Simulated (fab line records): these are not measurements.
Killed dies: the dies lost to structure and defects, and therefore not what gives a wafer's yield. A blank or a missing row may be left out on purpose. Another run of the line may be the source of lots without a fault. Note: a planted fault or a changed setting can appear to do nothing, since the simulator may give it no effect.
A struck lot beside a sound one | flow gf180mcu | 19 steps out of a route of 602
Sound: these wafers, L257.4, L257.5, L257.6. The struck wafers were L250.2, L250.3, L250.5. The cause comes at the end.
For every step that has rows: the tool of each side, followed by ch and its chambers, followed by its first start. Under that, the readings that differ: sound wafers | struck wafers | difference of the means | sigmas: that difference in standard deviations of wafers without a fault.
alike: a reading whose means differ by less than 2 such deviations, as well as words and numbers matching on both sides. not compared: withheld readings; readings where some wafer has no value; bounds like >300 that might hide an equal value; numbers whose values overlap and for which the record gives no deviation.
A row with sigmas, a row that says differs or no value, or rows on one side alone: a step with any of these is where the two part. Non-overlapping numbers with no deviation appear without sigmas and do not part them. A reading missing from all wafers of one side parts the sides only when that side holds two or more wafers.

first, 4 steps without rows for these wafers: GF_NSD_SOFTBAKE_03 (time 60 s); GF_NSD_EXPOSE_04 (exposes mask Nplus, target cd 400 nm); GF_NSD_PEB_05; GF_NSD_DEVELOP_06 (develop time 60 s).
GF_NSD_CD_MEAS_07 targets a cd of 400 nm.
  sound on cdSem-02 at day 19 04:19; struck on cdSem-02 at day 16 22:31
  alike: cdNm
GF_NSD_OVL_MEAS_08:
  sound on overlay-02 at day 19 04:23; struck on overlay-01 at day 16 22:37
  alike: NSD_OVL
then, 2 steps without rows for these wafers: GF_NSD_IMPLANT_09; GF_NSD_IMPLANT_10.
GF_NSD_STRIP_11: strips in O2/N2.
  sound on plasmaAsher-04 ch 0,1, day 19 04:44; struck on plasmaAsher-04 ch 0,1, day 16 22:57
  alike: drypumpMotorCurrentA, heaterPowerW, oesProductAu, stripTimeToEndpointS
  not compared: rfHoursCounterH
GF_NSD_TW_MEAS_12:
  sound on filmMetro-03 at day 19 04:50; struck on filmMetro-04 at day 16 23:04
  alike: NSD_TW
then, 2 steps without rows for these wafers: GF_PSD_DEHYDRATE_00 (time 60 s); GF_PSD_HMDS_01 (prime time 60 s).
GF_PSD_COAT_02: resist thk 1000 nm.
  sound on lithoTrack-01 ch 0, day 19 17:01; struck on lithoTrack-04, day 17 09:58
  no value came back on the struck wafers for chillPlateTempC (C), dispensePressureKPa (kPa); on the sound wafers chillPlateTempC (C) reads 23.07 23.05 22.80
then, 4 steps without rows for these wafers: GF_PSD_SOFTBAKE_03 (time 60 s); GF_PSD_EXPOSE_04 (exposes mask Pplus, target cd 400 nm); GF_PSD_PEB_05; GF_PSD_DEVELOP_06 (develop time 60 s).
GF_PSD_CD_MEAS_07 targets a cd of 400 nm.
  sound on cdSem-01 at day 20 05:01; struck on cdSem-01 at day 17 21:40
reading   | sound             | struck | difference                    | sigmas
cdNm (nm) | 399.8 396.8 399.3 | - - -  | no value on the struck wafers | 
GF_PSD_OVL_MEAS_08:
  sound on overlay-01 at day 20 05:05; struck on overlay-01 at day 17 21:46
reading      | sound         | struck | difference                    | sigmas
PSD_OVL (nm) | -0.1 -0.3 0.3 | - - -  | no value on the struck wafers | 

== WHERE THEY PART ==
Earliest at GF_PSD_COAT_02; latest, in this record, at GF_PSD_OVL_MEAS_08.

WHY: the cause the simulator had injected
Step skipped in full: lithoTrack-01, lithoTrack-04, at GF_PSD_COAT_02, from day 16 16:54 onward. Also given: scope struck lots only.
